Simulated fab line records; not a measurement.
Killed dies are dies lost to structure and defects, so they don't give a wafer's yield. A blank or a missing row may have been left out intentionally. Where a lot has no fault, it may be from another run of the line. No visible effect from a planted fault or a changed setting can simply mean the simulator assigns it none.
The same fault as seen by 2 desks ; flow gf180mcu ; only its own numbers are on each desk; what lay behind them is given at the end

== THE TOOL OWNER'S DESK: implanter-02 ==
GF_LVPWELL_IMPLANT_08, tool's own readings: per-lot mean of the sampled wafers with a number, covering each lot this tool ran. Marked OUT: a lot whose mean sits more than 4 standard deviations from the usual mean, which makes it out of limits; the brackets give that distance.
Columns: A = tilt-deg at GF_LVPWELL_IMPLANT_08, usual -0.001 degrees
lot;first seen here;A
L363;day 4 12:31;-0.002
L366;day 5 07:10;0.000
L367;day 5 11:57;4.753 (+99 or more) OUT
L368;day 5 18:10;4.711 (+99 or more) OUT
L372;day 6 12:36;4.702 (+99 or more) OUT
L383;day 9 08:52;0.018
Finding of this desk: L367, L368, L372 out of limits; the first was L367 at day 5 11:57, on tilt-deg at GF_LVPWELL_IMPLANT_08. L363, L366, L383 stayed within limits.

== FROM THE METROLOGY DESK ==
What the gauges read for every lot (on any tool): the sampled wafers with a number, averaged. Marked OUT: a lot whose mean sits more than 4 standard deviations from the usual mean, which makes it out of limits; the brackets give that distance.
Columns: A = cd-nm at GF_STI_CD_MEAS_12, usual 220.0 nm; B = LVPWELL_TW at GF_LVPWELL_TW_MEAS_11, usual 559; C = LVPWELL_RS at GF_VT_IMPLANT_RS_MEAS_48, usual 1196.5 ohm/sq; D = POLY_GATE_CVD_00_THK at GF_POLY_GATE_THK_MEAS_01, usual 200.3 nm
lot;first seen here;A;B;C;D
L360;day 2 04:24;217.3;562;1195.1;203.2
L361;day 2 07:38;220.7;564;1198.8;197.5
L363;day 2 17:29;219.8;560;1194.6;201.4
L365;day 3 04:13;220.7;551;1200.2;200.6
L366;day 3 08:10;220.6;564;1195.5;202.7
L367;day 3 13:18;219.2;620 (+13) OUT;1397.7 (+75) OUT;199.4
L368;day 3 19:44;217.6;619 (+12) OUT;1402.2 (+76) OUT;200.9
L370;day 4 04:49;220.2;563;1196.3;199.5
L372;day 4 14:57;219.3;615 (+12) OUT;1408.5 (+79) OUT;202.2
L380;day 6 14:51;220.9;562;1196.6;199.2
L382;day 6 23:06;220.0;552;1193.6;199.6
L383;day 7 01:35;219.4;554;1193.6;203.3
Per this desk, out of limits: L367, L368, L372; the first was L367, day 5 12:21 (LVPWELL_TW at GF_LVPWELL_TW_MEAS_11). L360, L361, L363, L365, L366, L370, L380, L382, L383 stayed within limits.

== BROUGHT TOGETHER ==
An alarm could have come from the tool owner's desk at day 5 11:57, on L367, L368, L372.
Metrology desk: alarm possible at day 5 12:21 on L367, L368, L372.
Every lot named ran GF_LVPWELL_IMPLANT_08 on implanter-02.

== WHAT THE SIMULATOR PUT IN ==
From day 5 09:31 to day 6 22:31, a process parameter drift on implanter-02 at GF_LVPWELL_IMPLANT_08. Setting tilt-deg, moved by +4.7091, from 0. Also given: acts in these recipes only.
Lots struck among those shown: L367, L368, L372.
Fault start to first reading out of limits, in hours, per desk: tool owner, 2; metrology, 3.
